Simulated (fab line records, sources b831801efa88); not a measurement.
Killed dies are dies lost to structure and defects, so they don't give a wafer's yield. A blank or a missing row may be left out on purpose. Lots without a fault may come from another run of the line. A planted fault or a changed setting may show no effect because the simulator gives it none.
A struck lot beside a sound one | flow sky130 | 28 steps out of a route of 708
Sound: wafers L654.1, L654.5, L654.6. Struck: wafer L644.4. (L644.2, L644.3 of the same lot were not struck and are left out.) The cause comes at the end.
At each step with rows: each side's tool, then ch and its chambers, then its first start. Under that, the readings that differ: sound wafers | struck wafers | difference of the means | sigmas: that difference in standard deviations of wafers without a fault.
alike: readings whose means differ by less than 2 such deviations, and words and numbers that are the same on both sides. not compared: withheld readings, readings that some wafer has no value for, bounds like >300 that may hide the same value, and numbers for which the record gives no deviation and whose values overlap.
The two part at a step that has a row with sigmas, a row that says differs or no value, or rows on one side only. Numbers that don't overlap but have no deviation are shown without sigmas and don't part them. A reading that every wafer of one side lacks parts them only if that side has two wafers or more.

first, 1 step without rows for these wafers: SKY_VIA4_ETCH_12 (etches SiO2 in C4F8/O2/Ar, stops on TiN, target depth 580 nm).
SKY_VIA4_STRIP_13: strips in O2/N2.
  sound on plasma_asher-03 ch 0,1, day 48 23:56; struck on plasma_asher-02 ch 0, day 46 01:05
  alike: drypump_motor_current_A, oes_product_au, strip_time_to_endpoint_s
  not compared: rf_hours_counter_h
then, 3 steps without rows for these wafers: SKY_VIA4_STRIP_14 (strips in post etch residue remover, time 1200 s); SKY_VIA4_CLEAN_15 (cleans in IPA, time 180 s); SKY_VIA4_CLEAN_16 (cleans in O3/DIW).
SKY_VIA4_SPUTTER_17: material TiN, target thk 20 nm, time 80 s.
  sound on pvd_sputter-04, day 49 00:34; struck on pvd_sputter-03, day 46 01:40
  alike: throttle_valve_pct
SKY_VIA4_CVD_18: deposits W, target thk 505 nm, time 152.14 s.
  sound on cvd_w-02 ch 1, day 49 00:38; struck on cvd_w-02 ch 1, day 46 01:44
  alike: heater_power_outer_w, heater_power_w
  not compared: since_wet_clean_h
SKY_VIA4_RS_MEAS_19: measures by four-point-probe.
  sound on film_metro-04, day 49 00:56; struck on film_metro-01, day 46 01:54
  alike: VIA4_W_RS
SKY_VIA4_THK_MEAS_20: measures by xrf.
  sound on film_metro-04, day 49 01:03; struck on film_metro-01, day 46 02:01
  alike: VIA4_W_THK
then, 1 step without rows for these wafers: SKY_VIA4_CMP_21 (polishes, stops on SiO2, t overpolish 25 s, target thk 0 nm).
SKY_METAL5_SPUTTER_00: material Ti, target thk 15 nm, time 10 s.
  sound on pvd_sputter-03, day 49 01:25; struck on pvd_sputter-02, day 46 02:22
  alike: throttle_valve_pct
then, 1 step without rows for these wafers: SKY_METAL5_SPUTTER_01 (material TiN, target thk 20 nm, time 16.7 s).
SKY_METAL5_SPUTTER_02: material AlCu, target thk 1150 nm, time 61.2 s.
  sound on pvd_sputter-03, day 49 01:28; struck on pvd_sputter-02, day 46 02:25
  reading                                     | sound          | struck | difference | sigmas
  model.AlCu_of_METAL5_SPUTTER_02.thk_nm (nm) | 1173 1170 1160 | 720.8  | -446.9     |
  alike: throttle_valve_pct
then, 1 step without rows for these wafers: SKY_METAL5_SPUTTER_03 (material Ti, target thk 5 nm, time 3.3 s).
SKY_METAL5_SPUTTER_04: material TiN, target thk 70 nm, time 56.12 s.
  sound on pvd_sputter-03, day 49 01:32; struck on pvd_sputter-02, day 46 02:29
  alike: throttle_valve_pct
SKY_METAL5_RS_MEAS_05: measures by four-point-probe.
  sound on film_metro-04, day 49 01:35; struck on film_metro-03, day 46 02:33
  reading                 | sound                   | struck  | difference | sigmas
  METAL5_ALCU_RS (ohm/sq) | 0.02656 0.02664 0.02687 | 0.04328 | +0.01659   | +64
SKY_METAL5_THK_MEAS_06: measures by xrf.
  sound on film_metro-04, day 49 01:42; struck on film_metro-03, day 46 02:40
  reading              | sound          | struck | difference | sigmas
  METAL5_ALCU_THK (nm) | 1184 1179 1169 | 721    | -456       | -35
then, 8 steps without rows for these wafers: SKY_METAL5_DEHYDRATE_07 (time 60 s); SKY_METAL5_HMDS_08 (prime time 60 s); SKY_METAL5_COAT_09 (resist thk 1800 nm); SKY_METAL5_SOFTBAKE_10 (time 60 s); SKY_METAL5_EXPOSE_11 (exposes mask MM5, target cd 1600 nm); SKY_METAL5_PEB_12; SKY_METAL5_DEVELOP_13 (develop time 60 s); SKY_METAL5_DESCUM_14 (chemistry O2, time 11 s).
SKY_METAL5_METAL_ETCH_15: etches the open film in Cl2/BCl3, stops on SiO2, target depth 1260 nm, time 252 s.
  sound on rie_metal-02 ch 0,1, day 49 19:09; struck on rie_metal-01 ch 0, day 46 22:42
  reading               | sound             | struck | difference | sigmas
  oes_product_au (a.u.) | 0.893 0.893 0.892 | 0.722  | -0.171     | -34
  alike: drypump_motor_current_A, throttle_valve_pct
  not compared: rf_hours_counter_h
then, 1 step without rows for these wafers: SKY_METAL5_STRIP_16 (strips in O2/N2).
SKY_PAD_OPEN_PROBE_99:
  sound on prober-02, day 51 06:39; struck on prober-02, day 48 15:55
  reading                       | sound                   | struck  | difference | sigmas
  model.etest.via4_chain.rc_ohm | 0.7851 0.8137 0.7975    | 0.8286  | +0.0298    |
  model.etest.met5.rs_ohm_sq    | 0.02642 0.02655 0.02681 | 0.04379 | +0.01720   |
  model.etest.met5.line_ohm_um  | 0.01646 0.01658 0.01672 | 0.02743 | +0.01084   |
  alike: defect_limited_yield, killed_at_M0_to_M3, killed_at_M4_up, killed_at_contacts, killed_at_front_end, killed_at_other, killed_dies, killed_open, killed_short, sort_bin_3_pad_short, sort_bin_5_function, sort_bin_6_memory, sort_n_pass, sort_yield_pct

WHERE THEY PART
First at SKY_METAL5_RS_MEAS_05; last, within this record, at SKY_METAL5_METAL_ETCH_15. Later steps at which nothing parts them and some readings are alike: SKY_PAD_OPEN_PROBE_99.

WHY: what the simulator had put in
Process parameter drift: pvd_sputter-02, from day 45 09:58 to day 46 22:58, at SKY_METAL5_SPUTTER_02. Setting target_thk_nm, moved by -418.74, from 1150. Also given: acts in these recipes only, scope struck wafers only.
